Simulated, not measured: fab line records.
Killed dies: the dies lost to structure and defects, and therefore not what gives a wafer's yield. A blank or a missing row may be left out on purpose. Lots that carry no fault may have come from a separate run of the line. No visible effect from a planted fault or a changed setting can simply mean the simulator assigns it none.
The same fault as seen by 2 desks ; flow sky130 ; what lay behind the numbers comes last; until then each desk has only its own

THE METROLOGY DESK
Means of the sampled wafers that have a number, per lot and without regard to the tool the lot ran on: this is what the gauges read. If a lot's mean is further than 4 standard deviations from the usual mean, the lot is out of limits and carries the mark OUT (the distance appears in the brackets).
Columns: A = NWELL_00_OVL at SKY_NWELL_OVL_MEAS_10, usual 0.4 nm; B = NWELL_TW at SKY_NWELL_TW_MEAS_15, usual 1821
lot;first seen here;A;B
L142;day 6 02:23;-0.9;1818
L148;day 7 09:50;2.5;1823
L149;day 7 16:06;1.4;1815
L150;day 7 22:21;-0.5;1823
L152;day 8 11:55;1.2;1818
L159;day 10 13:46;-1.4;1823
This desk's finding: nothing out of limits on any of the 6 lots.

FOR THE TOOL OWNER'S DESK: iline-stepper-01
The tool's own readings at SKY_NWELL_EXPOSE_20 (exposes mask NWM COMPLEMENT, target cd 840 nm): means of the sampled wafers that have a number, for each lot that ran on this tool. If a lot's mean is further than 4 standard deviations from the usual mean, the lot is out of limits and carries the mark OUT (the distance appears in the brackets).
Columns: A = exposure-dose-mJ-cm2 at SKY_NWELL_EXPOSE_20, usual 260.03; B = focus-offset-nm at SKY_NWELL_EXPOSE_20, usual 0.0 nm
lot;first seen here;A;B
L150;day 8 09:47;259.98;-0.5
This desk's finding: nothing out of limits on the one lot.

PUT TOGETHER
At the metrology desk, nothing out of limits was observed.
Nothing out of limits was seen by the tool owner's desk.

WHAT THE SIMULATOR PUT IN
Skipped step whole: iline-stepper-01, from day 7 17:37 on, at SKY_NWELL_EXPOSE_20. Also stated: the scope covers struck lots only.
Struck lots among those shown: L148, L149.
